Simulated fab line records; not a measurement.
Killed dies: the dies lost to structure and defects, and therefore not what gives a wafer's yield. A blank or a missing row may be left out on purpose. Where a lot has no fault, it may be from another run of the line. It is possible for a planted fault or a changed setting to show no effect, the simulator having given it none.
A lot that was struck, set against a sound lot    flow sky130    15 out of 708 route steps
Sound: the wafers L167.1, L167.2, L167.4. Struck: wafers L177.2, L177.3, L177.6. The cause is given at the end.
Per side, at each step with rows, come the tool, then ch with its chambers, and then its first start. Under that, the readings that differ: sound wafers    struck wafers    difference of the means    sigmas: that difference in standard deviations of wafers without a fault.
alike: readings whose means differ by less than 2 such deviations, and words and numbers that are the same on both sides. not compared: withheld readings, readings that some wafer has no value for, bounds like >300 that may hide the same value, and numbers for which the record gives no deviation and whose values overlap.
Wherever a step has rows on one side only, a row that says differs or no value, or a row with sigmas, the two part there. Numbers that have no deviation but don't overlap get no sigmas and don't part them. Lack of a reading on every wafer of one side parts them only where that side has two or more wafers.

first, 7 steps without rows for these wafers: SKY_CONTACT_HMDS_07 (prime time 60 s); SKY_CONTACT_COAT_08 (resist thk 60 nm); SKY_CONTACT_COAT_09 (resist thk 450 nm); SKY_CONTACT_SOFTBAKE_10 (time 90 s); SKY_CONTACT_EXPOSE_11 (exposes mask CTM1, target cd 170 nm); SKY_CONTACT_PEB_12; SKY_CONTACT_DEVELOP_13 (develop time 60 s).
SKY_CONTACT_CD_MEAS_14: the cd target is 170 nm.
  sound on cd-sem-01, day 34 05:05; struck on cd-sem-01, day 37 19:03
  alike: cd-nm
SKY_CONTACT_OVL_MEAS_15:
  sound on overlay-02, day 34 05:12; struck on overlay-01, day 37 19:09
  alike: CONTACT_OVL
SKY_CONTACT_ETCH_16: etches BARC in N2/H2, stops on SiO2, time 45.9 s, target depth 60 nm.
  sound on rie-diel-03 ch 0,2,3, day 34 05:14; struck on rie-diel-03 ch 0,1,2, day 37 19:11
  alike: drypump-motor-current-A, oes-product-au, throttle-valve-pct
  not compared: rf-hours-counter-h
SKY_CONTACT_ETCH_17: etches SiO2 in C4F8/O2/Ar, stops on Si3N4, target depth 340 nm.
  sound on rie-diel-03 ch 0,2,3, day 34 05:17; struck on rie-diel-03 ch 0,1,2, day 37 19:14
  alike: oes-product-au
SKY_CONTACT_ETCH_18: etches Si3N4 in CHF3/O2, stops on TiN, time 39 s, target depth 75 nm.
  sound: rie-diel-03 ch 0,2,3; struck: rie-diel-03 ch 0,1,2
  alike: drypump-motor-current-A, oes-product-au, throttle-valve-pct
  not compared: rf-hours-counter-h
SKY_CONTACT_STRIP_19: strips in O2/N2.
  sound on plasma-asher-03 ch 0,1, day 34 05:22; struck on plasma-asher-04 ch 0,1, day 37 19:19
  no value came back on the struck wafers for chamber-pressure-mTorr (mTorr), drypump-motor-current-A (A), oes-product-au (a.u.), strip-time-to-endpoint-s (s); on the sound wafers chamber-pressure-mTorr (mTorr) reads 1500.8 1500.5 1499.4
reading                                         sound  struck           difference  sigmas
model.KrF-thick_of_CONTACT_COAT_09.thk-nm (nm)  0 0 0  240 248.7 243.6  +244        
  not compared: rf-hours-counter-h
then, 1 step without rows for these wafers: SKY_CONTACT_STRIP_20 (strips in post etch residue remover, time 1200 s).
-- the record jumps here: 13 days lie between the struck wafers' starts before and after (it left off in module CONTACT and takes up again in module PAD_OPEN, whose first step shown is number 708 of the route) --
SKY_PAD_OPEN_PROBE_99:
  sound on prober-01, day 47 22:58; struck on prober-01, day 50 08:01
reading             sound     struck       difference  sigmas
killed-at-contacts  17 25 22  449 405 424  +405        +81
killed-dies         75 76 70  492 492 492  +418        +45
killed-on-rim       13 12 12  96 96 96     +84         +23
  alike: killed_at_M0_to_M3, killed_at_M4_up, killed-at-front-end, killed-at-other, killed-open, killed-short

WHERE THEY PART
Earliest at SKY_CONTACT_STRIP_19; latest, in this record, at SKY_PAD_OPEN_PROBE_99.

WHY: what had been put in by the simulator
Beginning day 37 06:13, the whole step at SKY_CONTACT_STRIP_19 was skipped on plasma-asher-04. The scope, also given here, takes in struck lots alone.
